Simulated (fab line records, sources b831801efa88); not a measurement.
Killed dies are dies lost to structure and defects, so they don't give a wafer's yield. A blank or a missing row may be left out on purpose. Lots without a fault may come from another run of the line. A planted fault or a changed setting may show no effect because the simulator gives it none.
Split-lot experiment | flow sky130 | 5 lots, 23 wafers read, on a route of 708 steps

THE SPLIT
At SKY_LDD_LDN_COAT_02 (resist thk 1140 nm), the setting spin_rpm was moved away from the recipe's 3000 rpm on 9 of the 23 wafers read, by -5.1% to +5.6%. The other wafers ran this setting at the recipe's value.

The reading is taken at the split's own step.

THE READING
NOVOLAK_of_LDD_LDN_COAT_02.thk_nm (the simulator's own value, which no gauge read), in nm, at SKY_LDD_LDN_COAT_02 (resist thk 1140 nm). The file gives no usual value for it. The 14 wafers here that ran the recipe average 1141 nm, standard deviation 3.9 nm.

wafer  | tool, chamber at the split | spin_rpm as run, rpm | against the recipe | NOVOLAK_of_LDD_LDN_COAT_02.thk_nm, nm | against lot-mates on the recipe
L074.1 | litho_track-03, 0          | 3000                 | recipe             | 1149                                  | -
L074.5 | litho_track-03, 0          | 3000                 | recipe             | 1149                                  | -
L074.3 | litho_track-03, 0          | 3169                 | +5.6%              | 1114                                  | -34
L074.4 | litho_track-03, 0          | 3169                 | +5.6%              | 1118                                  | -30
L074.6 | litho_track-03, 0          | 3000                 | recipe             | 1145                                  | -
L079.4 | litho_track-03, 0          | 3000                 | recipe             | 1139                                  | -
L079.5 | litho_track-03, 0          | 3000                 | recipe             | 1138                                  | -
L079.6 | litho_track-03, 0          | 3000                 | recipe             | 1140                                  | -
L082.1 | litho_track-04, 0          | 3000                 | recipe             | 1138                                  | -
L082.2 | litho_track-04, 0          | 2848                 | -5.1%              | 1160                                  | +23
L082.4 | litho_track-04, 0          | 3000                 | recipe             | 1136                                  | -
L082.5 | litho_track-04, 0          | 3000                 | recipe             | 1137                                  | -
L082.6 | litho_track-04, 0          | 2848                 | -5.1%              | 1166                                  | +29
L083.1 | litho_track-03, 0          | 2941                 | -2.0%              | 1158                                  | +15
L083.2 | litho_track-03, 0          | 3000                 | recipe             | 1143                                  | -
L083.3 | litho_track-03, 0          | 3000                 | recipe             | 1143                                  | -
L083.4 | litho_track-03, 0          | 2941                 | -2.0%              | 1154                                  | +11
L083.5 | litho_track-03, 0          | 2941                 | -2.0%              | 1156                                  | +13
L084.1 | litho_track-02, 0          | 3100                 | +3.3%              | 1121                                  | -20
L084.2 | litho_track-02, 0          | 3100                 | +3.3%              | 1123                                  | -18
L084.3 | litho_track-02, 0          | 3000                 | recipe             | 1140                                  | -
L084.5 | litho_track-02, 0          | 3000                 | recipe             | 1141                                  | -
L084.6 | litho_track-02, 0          | 3000                 | recipe             | 1142                                  | -

THE FIT
A straight line over all 23 wafers: NOVOLAK_of_LDD_LDN_COAT_02.thk_nm changes by -4.85 nm for each +1% of spin_rpm; r = -0.95; the points scatter about the line by 4.2 nm.
The same after taking each lot's own level away (the mean of its wafers on the recipe; 23 wafers): -5.54 nm for each +1%; r = -0.99; scatter 1.9 nm.
On that fit, the largest move of spin_rpm shifts the reading by 31 nm.
The lots' own levels span 1137.0 to 1147.7 nm, that is 2.7 times the standard deviation above.
So the lot-to-lot level changes the slope: the two fits differ.
Check: with one of the wafers moved furthest among these (+5.6%) left out of the fit, the line predicts -30.4 nm for it against its lot-mates. It came out at -33.7 nm against them.

OTHER SPLITS ON THESE WAFERS
These wafers also went through other splits before the reading. Each is held against what the fit with the lots' levels taken away leaves over:
other split on the same wafers      | wafers away from the commonest value | r with NOVOLAK_of_LDD_LDN_COAT_02.thk_nm (lot level and that fit taken away)
SKY_POLY_GATE_EXPOSE_10 dose_mj     | 9                                    | -0.01
SKY_POLY_GATE_ETCH_17 time_s        | 4                                    | -0.19
SKY_LDD_N_COAT_02 resist_thk_nm     | 9                                    | +0.06
SKY_LDD_N_IMPLANT_12 energy_kev     | 10                                   | -0.04
SKY_LDD_P_DEVELOP_06 develop_time_s | 6                                    | +0.05
SKY_LDD_P_IMPLANT_09 dose_cm2       | 4                                    | -0.03
SKY_LDD_HVN_STRIP_09 power_w        | 7                                    | +0.20
SKY_LDD_HVP_IMPLANT_08 dose_cm2     | 7                                    | -0.10

THE FILE'S OWN FIT
NOVOLAK_of_LDD_LDN_COAT_02.thk_nm changes by -5.53 nm for each +1% of spin_rpm, r = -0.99.
